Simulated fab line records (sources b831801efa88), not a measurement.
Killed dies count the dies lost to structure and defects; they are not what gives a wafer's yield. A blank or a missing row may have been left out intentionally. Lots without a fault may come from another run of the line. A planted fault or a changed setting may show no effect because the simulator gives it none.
Which tool did it? / flow sky130 / 12 lots, 36 wafers sampled, at 5 steps of a route of 708

== WHAT THE GAUGES SHOWED, per wafer ==
No reading from a measuring or inspecting step in the record can be judged against a usual standard deviation.

== TOOL THAT RAN EACH LOT (tool first, then ch and the chambers of the sampled wafers, then the start) ==
lot=L630; SKY_POLY_GATE_ETCH_16=rie_diel-04 ch 2,3, day 16 12:51; SKY_METAL5_DESCUM_14=rie_metal-01 ch 0,1, day 44 00:47; SKY_PASSIVATION_ETCH_11=rie_diel-04 ch 1,2, day 44 23:53; SKY_PAD_OPEN_ETCH_07=rie_diel-02 ch 0,1, day 45 21:59; SKY_PAD_OPEN_PROBE_99=prober-01, day 46 00:21
lot=L631; SKY_POLY_GATE_ETCH_16=rie_diel-02 ch 1,2,3, day 16 20:37; SKY_METAL5_DESCUM_14=rie_metal-03 ch 1, day 44 10:02; SKY_PASSIVATION_ETCH_11=rie_diel-02 ch 1,2,3, day 45 09:32; SKY_PAD_OPEN_ETCH_07=rie_diel-03 ch 1,2,3, day 46 06:41; SKY_PAD_OPEN_PROBE_99=prober-02, day 46 09:01
lot=L632; SKY_POLY_GATE_ETCH_16=rie_diel-02 ch 0,1,2, day 17 04:17; SKY_METAL5_DESCUM_14=rie_metal-02 ch 0,1, day 44 13:08; SKY_PASSIVATION_ETCH_11=rie_diel-01 ch 0,2,3, day 45 12:17; SKY_PAD_OPEN_ETCH_07=rie_diel-03 ch 1,2,3, day 46 10:03; SKY_PAD_OPEN_PROBE_99=prober-01, day 46 12:31
lot=L634; SKY_POLY_GATE_ETCH_16=rie_diel-04 ch 1,2, day 17 19:27; SKY_METAL5_DESCUM_14=rie_metal-03 ch 1, day 44 19:32; SKY_PASSIVATION_ETCH_11=rie_diel-01 ch 1,3, day 45 18:34; SKY_PAD_OPEN_ETCH_07=rie_diel-04 ch 1,3, day 46 15:53; SKY_PAD_OPEN_PROBE_99=prober-02, day 46 18:14
lot=L633; SKY_POLY_GATE_ETCH_16=rie_diel-03 ch 0,1,2, day 17 19:49; SKY_METAL5_DESCUM_14=rie_metal-03 ch 0,1, day 45 01:38; SKY_PASSIVATION_ETCH_11=rie_diel-02 ch 0,1,3, day 45 23:32; SKY_PAD_OPEN_ETCH_07=rie_diel-03 ch 0,1,2, day 46 19:26; SKY_PAD_OPEN_PROBE_99=prober-01, day 46 21:47
lot=L636; SKY_POLY_GATE_ETCH_16=rie_diel-03 ch 1,3, day 18 17:02; SKY_METAL5_DESCUM_14=rie_metal-01 ch 0,1, day 45 16:04; SKY_PASSIVATION_ETCH_11=rie_diel-02 ch 1,2, day 46 14:27; SKY_PAD_OPEN_ETCH_07=rie_diel-03 ch 0,1,2, day 47 10:30; SKY_PAD_OPEN_PROBE_99=prober-01, day 47 12:53
lot=L644; SKY_POLY_GATE_ETCH_16=rie_diel-03 ch 0,1,2, day 21 18:35; SKY_METAL5_DESCUM_14=rie_metal-01 ch 0,1, day 47 15:59; SKY_PASSIVATION_ETCH_11=rie_diel-02 ch 0,3, day 48 12:19; SKY_PAD_OPEN_ETCH_07=rie_diel-02 ch 0,2,3, day 49 07:05; SKY_PAD_OPEN_PROBE_99=prober-02, day 49 09:29
lot=L645; SKY_POLY_GATE_ETCH_16=rie_diel-03 ch 0,2, day 22 08:44; SKY_METAL5_DESCUM_14=rie_metal-03 ch 0,1, day 48 01:42; SKY_PASSIVATION_ETCH_11=rie_diel-02 ch 1,2, day 48 21:10; SKY_PAD_OPEN_ETCH_07=rie_diel-02 ch 0,3, day 49 14:21; SKY_PAD_OPEN_PROBE_99=prober-02, day 49 16:46
lot=L650; SKY_POLY_GATE_ETCH_16=rie_diel-02 ch 1,2, day 24 07:41; SKY_METAL5_DESCUM_14=rie_metal-02 ch 0,1, day 49 07:26; SKY_PASSIVATION_ETCH_11=rie_diel-02 ch 0,2,3, day 50 01:34; SKY_PAD_OPEN_ETCH_07=rie_diel-03 ch 0,2,3, day 50 17:26; SKY_PAD_OPEN_PROBE_99=prober-01, day 50 19:50
lot=L653; SKY_POLY_GATE_ETCH_16=rie_diel-02 ch 1,3, day 24 20:50; SKY_METAL5_DESCUM_14=rie_metal-02 ch 0,1, day 49 16:17; SKY_PASSIVATION_ETCH_11=rie_diel-01 ch 0,1, day 50 09:54; SKY_PAD_OPEN_ETCH_07=rie_diel-02 ch 0,1,3, day 51 01:18; SKY_PAD_OPEN_PROBE_99=prober-01, day 51 04:37
lot=L651; SKY_POLY_GATE_ETCH_16=rie_diel-04 ch 0,1,3, day 24 21:40; SKY_METAL5_DESCUM_14=rie_metal-03 ch 0,1, day 49 15:59; SKY_PASSIVATION_ETCH_11=rie_diel-04 ch 0,2,3, day 50 08:52; SKY_PAD_OPEN_ETCH_07=rie_diel-04 ch 0,2,3, day 51 00:47; SKY_PAD_OPEN_PROBE_99=prober-02, day 51 03:10
lot=L652; SKY_POLY_GATE_ETCH_16=rie_diel-03 ch 0,2,3, day 24 23:06; SKY_METAL5_DESCUM_14=rie_metal-02 ch 0,1, day 49 19:20; SKY_PASSIVATION_ETCH_11=rie_diel-01 ch 0,1,3, day 50 13:19; SKY_PAD_OPEN_ETCH_07=rie_diel-02 ch 0,1,2, day 51 03:51; SKY_PAD_OPEN_PROBE_99=prober-02, day 51 06:10
- SKY_POLY_GATE_ETCH_16: etches Si3N4 in CH3F/O2, stops on poly-Si, time 147.5 s, target depth 75 nm.
- SKY_METAL5_DESCUM_14: chemistry O2, time 11 s.
- SKY_PASSIVATION_ETCH_11: etches the open film in CF4/O2, stops on AlCu, target depth 725 nm, time 161.1 s.
- SKY_PAD_OPEN_ETCH_07: etches the open film in CF4/O2, stops on AlCu, target depth 725 nm, time 161.1 s.
- SKY_PAD_OPEN_PROBE_99

== WHAT THE TOOLS THEMSELVES READ (means of the sampled wafers that have a number; where no wafer has one, the mark that the record gives instead) ==
SKY_POLY_GATE_ETCH_16. Usual: drypump_motor_current_A 5.7 A, standard deviation 0.42; oes_product_au 0.641 a.u., standard deviation 0.0048; throttle_valve_pct 10.535 %, standard deviation 0.0094.
lot=L630; tool=rie_diel-04; drypump_motor_current_A (A)=5.9; oes_product_au (a.u.)=0.639; throttle_valve_pct (%)=10.543; flag=
lot=L631; tool=rie_diel-02; drypump_motor_current_A (A)=6.0; oes_product_au (a.u.)=0.644; throttle_valve_pct (%)=10.539; flag=
lot=L632; tool=rie_diel-02; drypump_motor_current_A (A)=5.5; oes_product_au (a.u.)=0.643; throttle_valve_pct (%)=10.530; flag=
lot=L634; tool=rie_diel-04; drypump_motor_current_A (A)=5.8; oes_product_au (a.u.)=0.638; throttle_valve_pct (%)=10.529; flag=
lot=L633; tool=rie_diel-03; drypump_motor_current_A (A)=5.7; oes_product_au (a.u.)=0.646; throttle_valve_pct (%)=10.536; flag=
lot=L636; tool=rie_diel-03; drypump_motor_current_A (A)=5.2; oes_product_au (a.u.)=0.647; throttle_valve_pct (%)=10.528; flag=
lot=L644; tool=rie_diel-03; drypump_motor_current_A (A)=5.7; oes_product_au (a.u.)=0.642; throttle_valve_pct (%)=10.538; flag=
lot=L645; tool=rie_diel-03; drypump_motor_current_A (A)=5.8; oes_product_au (a.u.)=0.640; throttle_valve_pct (%)=10.532; flag=
lot=L650; tool=rie_diel-02; drypump_motor_current_A (A)=5.9; oes_product_au (a.u.)=0.637; throttle_valve_pct (%)=10.532; flag=
lot=L653; tool=rie_diel-02; drypump_motor_current_A (A)=6.0; oes_product_au (a.u.)=0.646; throttle_valve_pct (%)=10.533; flag=
lot=L651; tool=rie_diel-04; drypump_motor_current_A (A)=5.7; oes_product_au (a.u.)=0.636; throttle_valve_pct (%)=10.534; flag=
lot=L652; tool=rie_diel-03; drypump_motor_current_A (A)=5.7; oes_product_au (a.u.)=0.647; throttle_valve_pct (%)=10.533; flag=

SKY_METAL5_DESCUM_14. Usual: drypump_motor_current_A 5.5 A, standard deviation 0.5; oes_product_au 1.005 a.u., standard deviation 0.0096.
lot=L630; tool=rie_metal-01; drypump_motor_current_A (A)=5.5; oes_product_au (a.u.)=1.006; flag=
lot=L631; tool=rie_metal-03; drypump_motor_current_A (A)=6.1; oes_product_au (a.u.)=0.998; flag=
lot=L632; tool=rie_metal-02; drypump_motor_current_A (A)=5.0; oes_product_au (a.u.)=0.999; flag=
lot=L634; tool=rie_metal-03; drypump_motor_current_A (A)=6.1; oes_product_au (a.u.)=1.000; flag=
lot=L633; tool=rie_metal-03; drypump_motor_current_A (A)=5.9; oes_product_au (a.u.)=1.013; flag=
lot=L636; tool=rie_metal-01; drypump_motor_current_A (A)=5.6; oes_product_au (a.u.)=1.007; flag=
lot=L644; tool=rie_metal-01; drypump_motor_current_A (A)=5.5; oes_product_au (a.u.)=1.003; flag=
lot=L645; tool=rie_metal-03; drypump_motor_current_A (A)=5.9; oes_product_au (a.u.)=1.006; flag=
lot=L650; tool=rie_metal-02; drypump_motor_current_A (A)=5.0; oes_product_au (a.u.)=1.004; flag=
lot=L653; tool=rie_metal-02; drypump_motor_current_A (A)=5.0; oes_product_au (a.u.)=0.999; flag=
lot=L651; tool=rie_metal-03; drypump_motor_current_A (A)=5.6; oes_product_au (a.u.)=1.011; flag=
lot=L652; tool=rie_metal-02; drypump_motor_current_A (A)=5.0; oes_product_au (a.u.)=1.002; flag=

SKY_PASSIVATION_ETCH_11. Usual: drypump_motor_current_A 5.7 A, standard deviation 0.39; oes_product_au 0.976 a.u., standard deviation 0.0084; throttle_valve_pct 5.964 %, standard deviation 0.0094.
lot=L630; tool=rie_diel-04; drypump_motor_current_A (A)=5.8; oes_product_au (a.u.)=0.977; throttle_valve_pct (%)=5.959; flag=
lot=L631; tool=rie_diel-02; drypump_motor_current_A (A)=6.1; oes_product_au (a.u.)=0.974; throttle_valve_pct (%)=5.964; flag=
lot=L632; tool=rie_diel-01; drypump_motor_current_A (A)=5.8; oes_product_au (a.u.)=0.972; throttle_valve_pct (%)=5.956; flag=
lot=L634; tool=rie_diel-01; drypump_motor_current_A (A)=5.6; oes_product_au (a.u.)=0.980; throttle_valve_pct (%)=5.964; flag=
lot=L633; tool=rie_diel-02; drypump_motor_current_A (A)=5.7; oes_product_au (a.u.)=0.970; throttle_valve_pct (%)=5.963; flag=
lot=L636; tool=rie_diel-02; drypump_motor_current_A (A)=6.0; oes_product_au (a.u.)=0.973; throttle_valve_pct (%)=5.964; flag=
lot=L644; tool=rie_diel-02; drypump_motor_current_A (A)=5.4; oes_product_au (a.u.)=0.980; throttle_valve_pct (%)=5.964; flag=
lot=L645; tool=rie_diel-02; drypump_motor_current_A (A)=5.9; oes_product_au (a.u.)=0.979; throttle_valve_pct (%)=5.966; flag=
lot=L650; tool=rie_diel-02; drypump_motor_current_A (A)=5.7; oes_product_au (a.u.)=0.980; throttle_valve_pct (%)=5.971; flag=
lot=L653; tool=rie_diel-01; drypump_motor_current_A (A)=5.5; oes_product_au (a.u.)=0.978; throttle_valve_pct (%)=5.971; flag=
lot=L651; tool=rie_diel-04; drypump_motor_current_A (A)=5.8; oes_product_au (a.u.)=0.972; throttle_valve_pct (%)=5.963; flag=
lot=L652; tool=rie_diel-01; drypump_motor_current_A (A)=5.7; oes_product_au (a.u.)=0.962; throttle_valve_pct (%)=5.970; flag=

SKY_PAD_OPEN_ETCH_07. Usual: drypump_motor_current_A 5.6 A, standard deviation 0.49; oes_product_au 0.976 a.u., standard deviation 0.0082; throttle_valve_pct 5.963 %, standard deviation 0.009.
lot=L630; tool=rie_diel-02; drypump_motor_current_A (A)=5.5; oes_product_au (a.u.)=0.973; throttle_valve_pct (%)=5.966; flag=
lot=L631; tool=rie_diel-03; drypump_motor_current_A (A)=5.5; oes_product_au (a.u.)=0.977; throttle_valve_pct (%)=5.954; flag=
lot=L632; tool=rie_diel-03; drypump_motor_current_A (A)=5.5; oes_product_au (a.u.)=0.970; throttle_valve_pct (%)=5.970; flag=
lot=L634; tool=rie_diel-04; drypump_motor_current_A (A)=5.8; oes_product_au (a.u.)=0.973; throttle_valve_pct (%)=5.959; flag=
lot=L633; tool=rie_diel-03; drypump_motor_current_A (A)=5.7; oes_product_au (a.u.)=0.975; throttle_valve_pct (%)=5.967; flag=
lot=L636; tool=rie_diel-03; drypump_motor_current_A (A)=5.7; oes_product_au (a.u.)=0.973; throttle_valve_pct (%)=5.965; flag=
lot=L644; tool=rie_diel-02; drypump_motor_current_A (A)=5.7; oes_product_au (a.u.)=0.986; throttle_valve_pct (%)=5.963; flag=
lot=L645; tool=rie_diel-02; drypump_motor_current_A (A)=5.8; oes_product_au (a.u.)=0.980; throttle_valve_pct (%)=5.963; flag=
lot=L650; tool=rie_diel-03; drypump_motor_current_A (A)=5.7; oes_product_au (a.u.)=0.984; throttle_valve_pct (%)=5.956; flag=
lot=L653; tool=rie_diel-02; drypump_motor_current_A (A)=5.7; oes_product_au (a.u.)=0.979; throttle_valve_pct (%)=5.958; flag=
lot=L651; tool=rie_diel-04; drypump_motor_current_A (A)=5.8; oes_product_au (a.u.)=0.973; throttle_valve_pct (%)=5.967; flag=
lot=L652; tool=rie_diel-02; drypump_motor_current_A (A)=5.6; oes_product_au (a.u.)=0.960; throttle_valve_pct (%)=5.954; flag=

SKY_PAD_OPEN_PROBE_99. Usual: killed_at_M0_to_M3 43, standard deviation 6.7; killed_at_M4_up 3.1, standard deviation 1.9; killed_at_contacts 25, standard deviation 5; killed_at_front_end 15, standard deviation 4; killed_at_other 0.4, standard deviation 0.69; killed_dies 87, standard deviation 9.2; killed_open 46, standard deviation 7.1; killed_short 40, standard deviation 6.8.
lot=L630 tool=prober-01 killed_at_M0_to_M3=44 killed_at_M4_up=3.7 killed_at_contacts=22 killed_at_front_end=15 killed_at_other=2.0 killed_dies=86 killed_open=40 killed_short=45 flag=
lot=L631 tool=prober-02 killed_at_M0_to_M3=43 killed_at_M4_up=4.0 killed_at_contacts=25 killed_at_front_end=17 killed_at_other=0.0 killed_dies=89 killed_open=49 killed_short=40 flag=
lot=L632 tool=prober-01 killed_at_M0_to_M3=50 killed_at_M4_up=5.0 killed_at_contacts=25 killed_at_front_end=19 killed_at_other=0.3 killed_dies=98 killed_open=46 killed_short=52 flag=
lot=L634 tool=prober-02 killed_at_M0_to_M3=48 killed_at_M4_up=2.7 killed_at_contacts=26 killed_at_front_end=19 killed_at_other=0.3 killed_dies=96 killed_open=55 killed_short=40 flag=
lot=L633 tool=prober-01 killed_at_M0_to_M3=37 killed_at_M4_up=4.7 killed_at_contacts=26 killed_at_front_end=14 killed_at_other=0.7 killed_dies=82 killed_open=42 killed_short=39 flag=
lot=L636 tool=prober-01 killed_at_M0_to_M3=46 killed_at_M4_up=5.7 killed_at_contacts=24 killed_at_front_end=14 killed_at_other=0.0 killed_dies=90 killed_open=51 killed_short=38 flag=
lot=L644 tool=prober-02 killed_at_M0_to_M3=40 killed_at_M4_up=1.3 killed_at_contacts=22 killed_at_front_end=37 killed_at_other=1.3 killed_dies=102 killed_open=45 killed_short=36 flag=OFF
lot=L645 tool=prober-02 killed_at_M0_to_M3=46 killed_at_M4_up=3.0 killed_at_contacts=20 killed_at_front_end=50 killed_at_other=0.7 killed_dies=120 killed_open=46 killed_short=36 flag=OFF
lot=L650 tool=prober-01 killed_at_M0_to_M3=46 killed_at_M4_up=2.3 killed_at_contacts=27 killed_at_front_end=13 killed_at_other=0.7 killed_dies=89 killed_open=47 killed_short=41 flag=
lot=L653 tool=prober-01 killed_at_M0_to_M3=42 killed_at_M4_up=2.0 killed_at_contacts=29 killed_at_front_end=14 killed_at_other=0.3 killed_dies=87 killed_open=43 killed_short=44 flag=
lot=L651 tool=prober-02 killed_at_M0_to_M3=44 killed_at_M4_up=2.3 killed_at_contacts=24 killed_at_front_end=17 killed_at_other=0.0 killed_dies=87 killed_open=50 killed_short=37 flag=
lot=L652 tool=prober-02 killed_at_M0_to_M3=36 killed_at_M4_up=3.0 killed_at_contacts=26 killed_at_front_end=12 killed_at_other=0.0 killed_dies=77 killed_open=41 killed_short=36 flag=

== THE ANSWER, worked out from the rows above alone ==
Rule: take the mean of a lot's wafers that have a number; if it is more than 3 standard deviations from the usual mean, the lot is off. Also off: a lot with no number at a reading for which 4 or more lots have one. All remaining lots with rows at the step are treated as sound. The gauges are gone through in route order, then the tools' own readings, and for those a lot's mean is taken as printed above. At the first step where some lot is off, the reading lying furthest off is the one used; lots without a number count as furthest.
Off: L644, L645, at SKY_PAD_OPEN_PROBE_99 (killed_at_front_end).
A tool fits if, at that step or a process step before it, it ran every lot that is off, and no sound lot after the first of them. Not one of the candidates tried fits.

== WHAT THE SIMULATOR HAD INSERTED ==
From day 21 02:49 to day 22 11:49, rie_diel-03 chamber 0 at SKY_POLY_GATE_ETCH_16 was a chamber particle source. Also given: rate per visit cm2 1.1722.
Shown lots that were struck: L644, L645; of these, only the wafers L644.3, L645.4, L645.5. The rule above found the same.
